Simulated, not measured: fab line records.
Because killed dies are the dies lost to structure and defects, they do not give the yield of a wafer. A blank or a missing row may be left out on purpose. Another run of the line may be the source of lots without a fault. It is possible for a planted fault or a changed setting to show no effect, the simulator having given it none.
Lot-split experiment ; flow sfq-line ; 27 wafers read from 5 lots, route of 325 steps

ABOUT THE SPLIT
At SFQ_TRILAYER_I2_DEP_PECVD_063 (deposits SiO2 from SiH4/N2O, time 111.11 s, target thk 500 nm), the setting time-s was moved away from the recipe's 111.11 s on 12 of the 27 wafers read, by -41.3% to +49.8%. The other wafers ran this setting at the recipe's value.

The split's own step is where the reading is taken.

THE READING
SiO2_of_TRILAYER_I2_DEP_PECVD_063.thk-nm (the simulator's own value, which no gauge read), in nm, at SFQ_TRILAYER_I2_DEP_PECVD_063 (deposits SiO2 from SiH4/N2O, time 111.11 s, target thk 500 nm). There is no usual value for it anywhere in the file. Average 501.2 nm, standard deviation 8.9 nm, over the 15 wafers here run with the recipe.

wafer;tool, chamber at the split;time-s as run, s;against the recipe;SiO2_of_TRILAYER_I2_DEP_PECVD_063.thk-nm, nm;against lot-mates on the recipe
L077.1;pecvd-02, 1;111.11;recipe;486.4;-
L077.2;pecvd-02, 2;111.11;recipe;501.4;-
L077.3;pecvd-02, 0;142.4;+28.2%;625;+128.4
L077.4;pecvd-02, 1;111.11;recipe;502;-
L077.5;pecvd-02, 2;142.4;+28.2%;642.5;+145.9
L077.6;pecvd-02, 0;142.4;+28.2%;642.3;+145.7
L078.1;pecvd-02, 0;111.11;recipe;492.9;-
L078.2;pecvd-02, 2;111.11;recipe;494.6;-
L078.6;pecvd-02, 1;111.11;recipe;499.9;-
L079.1;pecvd-04, 0;65.27;-41.3%;285.5;-215.5
L079.2;pecvd-04, 1;65.27;-41.3%;292.9;-208.1
L079.3;pecvd-04, 2;111.11;recipe;504.3;-
L079.4;pecvd-04, 0;111.11;recipe;497.8;-
L079.5;pecvd-04, 1;111.11;recipe;500.9;-
L079.6;pecvd-04, 2;65.27;-41.3%;301.4;-199.6
L083.1;pecvd-02, 0;111.11;recipe;492.7;-
L083.2;pecvd-02, 2;111.11;recipe;500.6;-
L083.3;pecvd-02, 1;160.3;+44.3%;716;+217.4
L083.4;pecvd-02, 0;160.3;+44.3%;725.7;+227.1
L083.5;pecvd-02, 1;111.11;recipe;502.6;-
L083.6;pecvd-02, 2;160.3;+44.3%;732.3;+233.7
L085.1;pecvd-04, 1;166.4;+49.8%;754.2;+240.5
L085.2;pecvd-04, 0;111.11;recipe;500.1;-
L085.3;pecvd-04, 2;166.4;+49.8%;764.4;+250.7
L085.4;pecvd-04, 0;166.4;+49.8%;756.5;+242.8
L085.5;pecvd-04, 2;111.11;recipe;523.5;-
L085.6;pecvd-04, 1;111.11;recipe;517.6;-

FIT RESULTS
A straight line over all 27 wafers: SiO2_of_TRILAYER_I2_DEP_PECVD_063.thk-nm changes by +5.06 nm for each +1% of time-s; r = +1.00; the points scatter about the line by 8.8 nm.
The same after taking each lot's own level away (the mean of its wafers on the recipe; 27 wafers): +5.01 nm for each +1%; r = +1.00; scatter 6.9 nm.
On that fit, the largest move of time-s shifts the reading by 2.5e+02 nm.
The lots' own levels span 495.80 to 513.73 nm, that is 2.0 times the standard deviation above.
So the lot-to-lot level changes the slope little: the two slopes agree.
Check: for one of the wafers moved furthest among these (+49.8%), held out of the fit, the line's prediction against its lot-mates is +250 nm. Against them it came out at +240 nm.

FURTHER SPLITS ON THESE WAFERS
These wafers also went through other splits before the reading. Each is held against what the fit with the lots' levels taken away leaves over:
other split on the same wafers;wafers away from the commonest value;r with SiO2_of_TRILAYER_I2_DEP_PECVD_063.thk-nm (lot level and that fit taken away)
SFQ_TRILAYER_L0_BARC_OPEN_METAL_ETCH_010 time-s;9;-0.29
SFQ_TRILAYER_M0_ETCH_METAL_ETCH_024 time-s;6;-0.04
SFQ_TRILAYER_M1_ETCH_METAL_ETCH_042 time-s;6;-0.19
SFQ_TRILAYER_I1_VIA_BARC_OPEN_VIA_ETCH_071 time-s;12;-0.08

THE WHOLE CHAIN: every reading that the file lists as answering this split, in the file's order
step;what it does;reading;change (the file's fit);r (the file's)
SFQ_TRILAYER_I2_DEP_PECVD_063;deposits SiO2 from SiH4/N2O, time 111.11 s, target thk 500 nm;SiO2_of_TRILAYER_I2_DEP_PECVD_063.thk-nm (the simulator's own value, which no gauge read);+5.01 nm for each +1% of the setting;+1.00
SFQ_TRILAYER_I2_CMP_CMP_064;polishes SiO2;time-to-endpoint-s;withheld for each +1% of the setting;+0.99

THE FILE'S OWN FIT
SiO2_of_TRILAYER_I2_DEP_PECVD_063.thk-nm changes by +5.01 nm for each +1% of time-s, r = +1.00.
